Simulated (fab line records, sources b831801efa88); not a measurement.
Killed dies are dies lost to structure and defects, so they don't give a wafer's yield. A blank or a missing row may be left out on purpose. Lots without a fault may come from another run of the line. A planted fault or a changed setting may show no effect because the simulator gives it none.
Which tool did it? | flow gf180mcu | 11 lots, 33 wafers sampled, at 5 steps of a route of 602

WHAT THE GAUGES READ, wafer by wafer
GF_STI_BOW_MEAS_00.
lot  | measured    | on            | INCOMING_BOW (um)
L392 | day 1 20:01 | film_metro-02 | 9 3 -12
L395 | day 2 11:00 | film_metro-02 | -2 1 -2
L397 | day 2 21:00 | film_metro-01 | 4 2 -7
L398 | day 3 02:00 | film_metro-02 | -3 10 2
L400 | day 3 12:01 | film_metro-03 | 9 11 -1
L401 | day 3 17:01 | film_metro-01 | 1 1 -10
L406 | day 4 18:00 | film_metro-01 | -8 12 3
L407 | day 4 23:01 | film_metro-03 | -3 -3 -3
L411 | day 5 19:00 | film_metro-03 | 4 6 -2
L412 | day 6 00:00 | film_metro-02 | -9 -5 -5
L413 | day 6 05:00 | film_metro-03 | 4 0 7

GF_LVPWELL_TW_MEAS_11.
lot  | measured    | on            | LVPWELL_TW
L392 | day 4 07:03 | film_metro-04 | 562 560 565
L395 | day 5 01:26 | film_metro-04 | 561 562 560
L397 | day 5 11:44 | film_metro-02 | 556 556 558
L398 | day 5 17:11 | film_metro-01 | 559 558 558
L400 | day 6 03:31 | film_metro-04 | 562 564 559
L401 | day 6 11:22 | film_metro-04 | 562 562 562
L406 | day 7 13:37 | film_metro-02 | 557 556 557
L407 | day 7 21:06 | film_metro-04 | 669 670 667
L411 | day 8 19:08 | film_metro-02 | 659 654 657
L412 | day 9 00:59 | film_metro-04 | 560 559 557
L413 | day 9 05:50 | film_metro-04 | 559 557 556

GF_VT_IMPLANT_RS_MEAS_48: measures by four-point-probe.
lot  | measured     | on            | LVPWELL_RS (ohm/sq)
L392 | day 8 00:56  | film_metro-02 | 1201 1198 1196
L395 | day 8 22:10  | film_metro-01 | 1194 1198 1199
L397 | day 9 10:27  | film_metro-02 | 1200 1205 1197
L398 | day 9 16:23  | film_metro-02 | 1196 1199 1201
L400 | day 10 05:49 | film_metro-02 | 1198 1194 1194
L401 | day 10 14:14 | film_metro-01 | 1195 1200 1198
L406 | day 12 00:34 | film_metro-02 | 1198 1197 1197
L407 | day 12 09:31 | film_metro-01 | 852 852 852
L411 | day 13 08:53 | film_metro-01 | 853 855 853
L412 | day 13 17:28 | film_metro-01 | 1195 1196 1202
L413 | day 13 22:28 | film_metro-04 | 1196 1195 1195

WHICH TOOL RAN EACH LOT (tool, then ch and the chambers of the sampled wafers, then the start)
lot  | GF_LVPWELL_IMPLANT_08          | GF_LVPWELL_STRIP_10
L392 | implanter-04 ch 0, day 4 06:40 | plasma_asher-04 ch 0,1, day 4 06:56
L395 | implanter-04 ch 0, day 5 01:02 | plasma_asher-01 ch 0,1, day 5 01:20
L397 | implanter-04 ch 0, day 5 11:20 | plasma_asher-04 ch 0,1, day 5 11:38
L398 | implanter-03 ch 0, day 5 16:41 | plasma_asher-03 ch 0,1, day 5 16:59
L400 | implanter-04 ch 0, day 6 03:08 | plasma_asher-01 ch 0,1, day 6 03:25
L401 | implanter-03 ch 0, day 6 10:59 | plasma_asher-03 ch 0,1, day 6 11:16
L406 | implanter-02 ch 0, day 7 13:13 | plasma_asher-01 ch 0,1, day 7 13:31
L407 | implanter-04 ch 0, day 7 20:43 | plasma_asher-03 ch 0,1, day 7 20:59
L411 | implanter-04 ch 0, day 8 18:44 | plasma_asher-03 ch 0,1, day 8 19:02
L412 | implanter-03 ch 0, day 9 00:35 | plasma_asher-03 ch 1, day 9 00:53
L413 | implanter-03 ch 0, day 9 05:26 | plasma_asher-03 ch 0, day 9 05:44
- GF_LVPWELL_IMPLANT_08
- GF_LVPWELL_STRIP_10: strips in O2/N2.

WHAT THE TOOLS THEMSELVES READ (means of the sampled wafers that have a number; where no wafer has one, the mark that the record gives instead)
GF_LVPWELL_IMPLANT_08.
lot  | tool         | dose_ions_cm2 | faraday_current_uA
L392 | implanter-04 | 1.4993e+13    | 85.0
L395 | implanter-04 | 1.4982e+13    | 84.7
L397 | implanter-04 | 1.4999e+13    | 85.2
L398 | implanter-03 | 1.5000e+13    | 85.9
L400 | implanter-04 | 1.5003e+13    | 85.4
L401 | implanter-03 | 1.5002e+13    | 85.2
L406 | implanter-02 | 1.4996e+13    | 85.5
L407 | implanter-04 | 2.9149e+13    | 166.5
L411 | implanter-04 | 2.9149e+13    | 164.3
L412 | implanter-03 | 1.4994e+13    | 84.3
L413 | implanter-03 | 1.5007e+13    | 84.2

GF_LVPWELL_STRIP_10.
lot  | tool            | drypump_motor_current_A (A) | heater_power_w (W) | oes_product_au (a.u.) | platen_temp_c (C) | strip_time_to_endpoint_s (s)
L392 | plasma_asher-04 | 5.81                        | 373                | 0.719                 | 250.11            | 37.12
L395 | plasma_asher-01 | 6.10                        | 297                | 0.721                 | 250.10            | 37.08
L397 | plasma_asher-04 | 5.82                        | 374                | 0.728                 | 250.04            | 37.02
L398 | plasma_asher-03 | 6.48                        | 293                | 0.721                 | 250.03            | 36.96
L400 | plasma_asher-01 | 6.11                        | 294                | 0.725                 | 249.92            | 36.91
L401 | plasma_asher-03 | 6.45                        | 296                | 0.721                 | 249.99            | 36.92
L406 | plasma_asher-01 | 6.11                        | 297                | 0.726                 | 250.08            | 36.94
L407 | plasma_asher-03 | 6.57                        | 294                | 0.724                 | 250.16            | 36.87
L411 | plasma_asher-03 | 6.54                        | 295                | 0.722                 | 249.90            | 36.99
L412 | plasma_asher-03 | 6.61                        | 300                | 0.725                 | 249.94            | 37.05
L413 | plasma_asher-03 | 6.42                        | 291                | 0.718                 | 249.93            | 37.00

THE ANSWER, worked out from the rows above alone
Rule: what is usual is taken from the lots themselves. Put in order of their means at a reading, lots are off if they are a third of the lots or fewer, leave a main group of 4 or more, and stand apart from it by a gap of 3 or more times the standard deviation of the main group's means; of several such gaps the widest counts. A main group whose means are all the same, to the digits that the tables above print for the reading, isn't used. A lot without any number at a reading at which 4 lots or more have one is off too. The other lots that the step has rows for count as sound. The gauges are gone through in route order, then the tools' own readings, and for those a lot's mean is taken as printed above. The first step at which some lot is off is used, and at that step the reading that is off furthest; a lot without a number counts as furthest.
Off: L407, L411, at GF_LVPWELL_TW_MEAS_11 (LVPWELL_TW). The main group: mean 559, standard deviation 2.2.
A tool fits if, at a process step before that reading, it ran every lot that is off, and no sound lot after the first of them. The gauges at GF_LVPWELL_TW_MEAS_11 aren't tried: what is off there is off at GF_VT_IMPLANT_RS_MEAS_48 too, on other tools, and a gauge's error can't cause that. One fits: implanter-04 at GF_LVPWELL_IMPLANT_08. Its last sound lot is L400 (day 6 03:08), its first lot that is off L407 (day 7 20:43): a fault that began between those two fits.
The tool's own readings at GF_LVPWELL_IMPLANT_08 bear it out: on the lots that are off they differ by more than 5 times the standard deviation of the sound lots' means. dose_ions_cm2 reads 2.9149e+13 there against 1.4997e+13 on the sound lots; faraday_current_uA reads 165.4 there against 85.0 on the sound lots.

WHAT THE SIMULATOR HAD PUT IN
Process parameter drift: implanter-04, from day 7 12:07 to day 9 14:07, at GF_LVPWELL_IMPLANT_08. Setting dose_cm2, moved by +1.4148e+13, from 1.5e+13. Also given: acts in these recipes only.
Lots struck among those shown: L407, L411. The rule above found the same.
